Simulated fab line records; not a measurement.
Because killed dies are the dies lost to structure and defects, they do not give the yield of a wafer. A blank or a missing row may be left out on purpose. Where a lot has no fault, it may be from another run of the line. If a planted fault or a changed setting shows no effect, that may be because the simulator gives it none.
Split-lot experiment	flow gf180mcu	on a route of 602 steps: 5 lots, 23 wafers read

## SPLIT DETAILS
At GF_STI_COAT_07 (resist thk 700 nm), the setting resist-thk-nm was moved away from the recipe's 700 nm on 9 of the 23 wafers read, by -3.0% to +1.5%. For the rest of the wafers, this setting stayed at what the recipe calls for.

## FROM THE SPLIT TO THE READING: what the file shows between them, 4 steps
- GF_STI_SOFTBAKE_08: time 60 s
- GF_STI_EXPOSE_09: exposes mask COMP, target cd 220 nm
- GF_STI_DEVELOP_11: develop time 60 s
- GF_STI_ETCH_13: etches the open film in CHF3/O2, stops on Si, target depth 282.31 nm, time 112.9 s

## THE READING
KrF_of_STI_COAT_07.thk-nm (the simulator's own value, which no gauge read), in nm, at GF_STI_ETCH_14 (etches Si in HBr/Cl2/O2, target depth 360 nm, time 102.9 s). The file does not state a usual value for it. Average 316.2 nm, standard deviation 3.8 nm, over the 14 wafers here run with the recipe.

wafer	tool, chamber at the split	resist-thk-nm as run, nm	against the recipe	KrF_of_STI_COAT_07.thk-nm, nm	against lot-mates on the recipe
L075.1	litho-track-03, 0	700	recipe	317.9	-
L075.3	litho-track-03, 0	700	recipe	318.3	-
L075.4	litho-track-03, 0	700	recipe	321	-
L075.5	litho-track-03, 0	700	recipe	316.5	-
L075.6	litho-track-03, 0	700	recipe	317	-
L076.1	litho-track-03, 0	687.1	-1.8%	315.2	-3.8
L076.3	litho-track-03, 0	687.1	-1.8%	300	-19.0
L076.4	litho-track-03, 0	700	recipe	319.3	-
L076.5	litho-track-03, 0	700	recipe	318.7	-
L076.6	litho-track-03, 0	687.1	-1.8%	297.2	-21.8
L079.2	litho-track-02, 0	700	recipe	309.2	-
L079.5	litho-track-02, 0	700	recipe	316.1	-
L079.6	litho-track-02, 0	700	recipe	310	-
L082.1	litho-track-02, 0	700	recipe	310.6	-
L082.3	litho-track-02, 0	700	recipe	319.6	-
L082.4	litho-track-02, 0	710.8	+1.5%	336.5	+21.4
L082.5	litho-track-02, 0	710.8	+1.5%	336.9	+21.8
L082.6	litho-track-02, 0	710.8	+1.5%	329.4	+14.3
L084.2	litho-track-02, 0	678.9	-3.0%	290.3	-26.1
L084.3	litho-track-02, 0	700	recipe	313.1	-
L084.4	litho-track-02, 0	700	recipe	319.6	-
L084.5	litho-track-02, 0	678.9	-3.0%	286	-30.4
L084.6	litho-track-02, 0	678.9	-3.0%	295.8	-20.6

FIT RESULTS
A straight line over all 23 wafers: KrF_of_STI_COAT_07.thk-nm changes by +8.83 nm for each +1% of resist-thk-nm; r = +0.92; the points scatter about the line by 5.1 nm.
The same after taking each lot's own level away (the mean of its wafers on the recipe; 23 wafers): +9.31 nm for each +1%; r = +0.94; scatter 4.6 nm.
According to that fit, moving resist-thk-nm by its largest amount changes the reading by 28 nm.
The lots' own levels span 311.77 to 319.00 nm, that is 1.9 times the standard deviation above.
So the lot-to-lot level changes the slope little: the two slopes agree.
Check: -27 nm against its lot-mates is what the line predicts for one of the wafers moved furthest among these (-3.0%) when that wafer is left out of the fit. Against them it came out at -26.1 nm.

## THE WHOLE CHAIN: every reading that the file lists as answering this split, in the file's order
step	what it does	reading	change (the file's fit)	r (the file's)
GF_STI_COAT_07	resist thk 700 nm	KrF_of_STI_COAT_07.thk-nm (the simulator's own value, which no gauge read)	+7.08 nm for each +1% of the setting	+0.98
GF_STI_ETCH_13	etches the open film in CHF3/O2, stops on Si, target depth 282.31 nm, time 112.9 s	KrF_of_STI_COAT_07.thk-nm (the simulator's own value, which no gauge read)	+8.42 nm for each +1% of the setting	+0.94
GF_STI_ETCH_14	etches Si in HBr/Cl2/O2, target depth 360 nm, time 102.9 s	KrF_of_STI_COAT_07.thk-nm (the simulator's own value, which no gauge read)	+9.04 nm for each +1% of the setting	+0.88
GF_STI_STRIP_15	strips in O2/N2	strip-time-to-endpoint-s	withheld for each +1% of the setting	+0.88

## THE FILE'S OWN FIT
KrF_of_STI_COAT_07.thk-nm changes by +9.04 nm for each +1% of resist-thk-nm, r = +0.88.
